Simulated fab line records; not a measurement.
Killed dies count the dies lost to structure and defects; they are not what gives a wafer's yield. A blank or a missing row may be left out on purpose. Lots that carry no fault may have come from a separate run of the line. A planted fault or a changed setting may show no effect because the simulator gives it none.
Matching of chambers || flow gf180mcu || cmp-01 running GF_V3_CMP_26: 4 sister chambers
The step polishes, stops on SiO2, t overpolish 15 s, target thk 0 nm. 14 wafers are shown with their chamber, then 7 later ones without.

## WAFERS WITH THEIR CHAMBER
{"wafer": "L438.2", "chamber": 0, "motorCurrentA (A)": 12.4, "timeToEndpointS (s)": 85}
{"wafer": "L438.4", "chamber": 2, "motorCurrentA (A)": 11.9, "timeToEndpointS (s)": 84}
{"wafer": "L438.5", "chamber": 2, "motorCurrentA (A)": 10.8, "timeToEndpointS (s)": 80}
{"wafer": "L439.3", "chamber": 1, "motorCurrentA (A)": 10.8, "timeToEndpointS (s)": 75}
{"wafer": "L439.4", "chamber": 0, "motorCurrentA (A)": 13.2, "timeToEndpointS (s)": 81}
{"wafer": "L439.5", "chamber": 0, "motorCurrentA (A)": 13.0, "timeToEndpointS (s)": 79}
{"wafer": "L440.2", "chamber": 2, "motorCurrentA (A)": 11.8, "timeToEndpointS (s)": 80}
{"wafer": "L440.4", "chamber": 3, "motorCurrentA (A)": 9.9, "timeToEndpointS (s)": 77}
{"wafer": "L440.6", "chamber": 0, "motorCurrentA (A)": 12.1, "timeToEndpointS (s)": 89}
{"wafer": "L442.1", "chamber": 3, "motorCurrentA (A)": 10.6, "timeToEndpointS (s)": 81}
{"wafer": "L442.3", "chamber": 1, "motorCurrentA (A)": 10.5, "timeToEndpointS (s)": 80}
{"wafer": "L442.6", "chamber": 0, "motorCurrentA (A)": 12.8, "timeToEndpointS (s)": 85}
{"wafer": "L441.1", "chamber": 3, "motorCurrentA (A)": 10.0, "timeToEndpointS (s)": 80}
{"wafer": "L441.4", "chamber": 1, "motorCurrentA (A)": 10.8, "timeToEndpointS (s)": 81}

SIGNATURES, as means of the wafers listed above
{"reading": "motorCurrentA", "chamber 0": 12.700, "chamber 1": 10.700, "chamber 2": 11.500, "chamber 3": 10.167, "scatter within a chamber": 0.434}
{"reading": "timeToEndpointS", "chamber 0": 83.80, "chamber 1": 78.67, "chamber 2": 81.33, "chamber 3": 79.33, "scatter within a chamber": 3.17}
Rule: a wafer's distance from a chamber is the root of the sum, over the readings, of the square of ((its reading less the chamber's mean) divided by the reading's scatter). If the next closest chamber is less than 2 further off than the closest, the wafer can't be placed; otherwise it belongs to the closest. The scatter is the square root of a quotient: the sum, over the shown wafers, of each reading's squared deviation from its chamber's mean, divided by wafers minus chambers.

## WAFERS WHOSE CHAMBER IS MISSING
{"wafer": "L441.6", "motorCurrentA (A)": 11.0, "timeToEndpointS (s)": 83}
{"wafer": "L459.3", "motorCurrentA (A)": 9.9, "timeToEndpointS (s)": 80}
{"wafer": "L459.4", "motorCurrentA (A)": 13.2, "timeToEndpointS (s)": 87}
{"wafer": "L459.5", "motorCurrentA (A)": 11.3, "timeToEndpointS (s)": 82}
{"wafer": "L461.1", "motorCurrentA (A)": 10.9, "timeToEndpointS (s)": 84}
{"wafer": "L461.2", "motorCurrentA (A)": 10.6, "timeToEndpointS (s)": 86}
{"wafer": "L461.4", "motorCurrentA (A)": 12.8, "timeToEndpointS (s)": 91}

## WHICH CHAMBER EACH WENT THROUGH
{"wafer": "L441.6", "from the rows above": "can't be placed: 2 or 1 or 3", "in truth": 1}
{"wafer": "L459.3", "from the rows above": "can't be placed: 3 or 1", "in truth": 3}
{"wafer": "L459.4", "from the rows above": 0, "in truth": 0}
{"wafer": "L459.5", "from the rows above": "can't be placed: 2 or 1", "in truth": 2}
{"wafer": "L461.1", "from the rows above": "can't be placed: 2 or 1 or 3", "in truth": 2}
{"wafer": "L461.2", "from the rows above": "can't be placed: 1 or 3 or 2", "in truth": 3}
{"wafer": "L461.4", "from the rows above": "can't be placed: 0 or 2", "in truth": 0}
Placed correctly: 1 of 7. Unplaceable from these rows: 6, with the true chamber sitting among the candidates in 6. Number placed wrongly: 0.
